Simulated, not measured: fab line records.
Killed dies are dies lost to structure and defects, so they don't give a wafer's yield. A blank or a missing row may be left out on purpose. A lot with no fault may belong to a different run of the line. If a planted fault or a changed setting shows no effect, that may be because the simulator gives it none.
A lot that was struck, set against a sound lot ; flow sky130 ; 14 out of 708 route steps
Sound: wafers L384.1, L384.2, L384.5. Wafers L381.2, L381.4, L381.6 were the ones struck. Last of all comes the cause.
At each step with rows: each side's tool, then ch and its chambers, then its first start. Under that, the readings that differ: sound wafers ; struck wafers ; difference of the means ; sigmas: that difference in standard deviations of wafers without a fault.
alike: a reading whose means differ by less than 2 such deviations, as well as words and numbers matching on both sides. not compared: withheld readings; readings where some wafer has no value; bounds like >300 that might hide an equal value; numbers whose values overlap and for which the record gives no deviation.
The two part at a step that has a row with sigmas, a row that says differs or no value, or rows on one side only. When numbers do not overlap yet have no deviation, they are printed without sigmas and do not part them. Lack of a reading on every wafer of one side parts them only where that side has two or more wafers.

SKY_LI_CONTACT_THK_MEAS_23: measures by xrf.
  sound on filmMetro-03 at day 35 20:09; struck on filmMetro-04 at day 34 16:31
  alike: LI_CONTACT_W_THK
SKY_LI_CONTACT_CMP_24: polishes, stops on PSG, t overpolish 20 s, target thk 0 nm.
  sound on cmp-01 ch 1,3, day 35 20:13; struck on cmp-02 ch 2,3, day 34 16:34
  alike: motorCurrentA, overpolishRunS, timeToEndpointS
SKY_LOCAL_INTERCONNECT_SPUTTER_00: material TiN, target thk 100 nm, time 83.3 s.
  sound on pvdSputter-02 at day 35 20:31; struck on pvdSputter-02 at day 34 16:52
  alike: susceptorTempC, throttleValvePct
SKY_LOCAL_INTERCONNECT_RS_MEAS_01: a four-point-probe measurement.
  sound on filmMetro-03 at day 35 20:40; struck on filmMetro-01 at day 34 16:57
  alike: LOCAL_INTERCONNECT_TIN_RS
SKY_LOCAL_INTERCONNECT_THK_MEAS_02: measures by xrf.
  sound on filmMetro-03 at day 35 20:47; struck on filmMetro-01 at day 34 17:04
  alike: LOCAL_INTERCONNECT_TIN_THK
then, 7 steps without rows for these wafers: SKY_LOCAL_INTERCONNECT_DEHYDRATE_03 (time 60 s); SKY_LOCAL_INTERCONNECT_HMDS_04 (prime time 60 s); SKY_LOCAL_INTERCONNECT_COAT_05 (resist thk 60 nm); SKY_LOCAL_INTERCONNECT_COAT_06 (resist thk 450 nm); SKY_LOCAL_INTERCONNECT_SOFTBAKE_07 (time 90 s); SKY_LOCAL_INTERCONNECT_EXPOSE_08 (exposes mask LI1M, target cd 170 nm); SKY_LOCAL_INTERCONNECT_PEB_09.
SKY_LOCAL_INTERCONNECT_DEVELOP_10: develop time 60 s.
  sound on lithoTrack-04 ch 0, day 36 23:00; struck on lithoTrack-04, day 35 19:00
  no value came back on the struck wafers for chillPlateTempC (C), developTimeS (s), resistLineTempC (C); on the sound wafers chillPlateTempC (C) reads 22.95 22.84 23.07
reading;sound;struck;difference;sigmas
model.KrF-thick_of_LOCAL_INTERCONNECT_COAT_06.thkNm (nm);434.5 434.4 434.7;451.6 450.8 450.5;+16.4;
SKY_LOCAL_INTERCONNECT_CD_MEAS_11 targets a cd of 170 nm.
  sound on cdSem-02 at day 36 23:49; struck on cdSem-02 at day 35 19:41
reading;sound;struck;difference;sigmas
cdNm (nm);169.9 169.1 169.9;- - -;no value on the struck wafers;

== WHERE THEY PART ==
Last at SKY_LOCAL_INTERCONNECT_CD_MEAS_11 as far as this record goes, first at SKY_LOCAL_INTERCONNECT_DEVELOP_10.

WHY: what had been put in by the simulator
Beginning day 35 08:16, the whole step at SKY_LOCAL_INTERCONNECT_DEVELOP_10 was skipped on lithoTrack-04. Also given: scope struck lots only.
